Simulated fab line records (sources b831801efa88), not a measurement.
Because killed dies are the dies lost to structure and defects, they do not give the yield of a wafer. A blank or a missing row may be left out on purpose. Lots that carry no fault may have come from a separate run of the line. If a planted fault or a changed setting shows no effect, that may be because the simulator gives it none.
Matching of chambers ; flow gf180mcu ; cmp-02 running GF_CONTACT_CMP_04: 4 sister chambers
The step polishes SiO2. 4 wafers are shown with their chamber, then 7 later ones without.

WAFERS, EACH WITH ITS CHAMBER
wafer;chamber;motorCurrentA (A)
L672.5;1;13.9
L675.2;3;12.5
L677.1;2;12.7
L677.2;0;12.2

WAFERS WITH NO CHAMBER GIVEN
wafer;motorCurrentA (A)
L677.3;13.9
L678.3;11.7
L678.4;12.3
L678.6;12.4
L679.1;13.0
L679.3;12.6
L679.5;12.5

EACH ONE'S CHAMBER
wafer;from the rows above;in truth
L677.3;1;1
L678.3;can't be placed: 0 or 3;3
L678.4;can't be placed: 0 or 3 or 2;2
L678.6;can't be placed: 3 or 0 or 2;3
L679.1;can't be placed: 2 or 3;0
L679.3;can't be placed: 2 or 3 or 0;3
L679.5;can't be placed: 3 or 2 or 0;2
1 of 7 placed correctly. Cannot be placed on the basis of these rows: 6; the candidates contain the true chamber in 5. Placed wrongly: 0.
How it was worked out, from the rows above alone: a wafer's distance from a chamber is the root of the sum, over the readings, of the square of ((its reading less the chamber's mean) divided by the reading's scatter). The wafer belongs to the nearest chamber; if the next one is less than 2 further off, it can't be placed. A chamber's mean is the mean of its shown wafers. The scatter: root of mean squared gap, hidden wafer to nearest shown wafer, with one shown wafer a chamber.
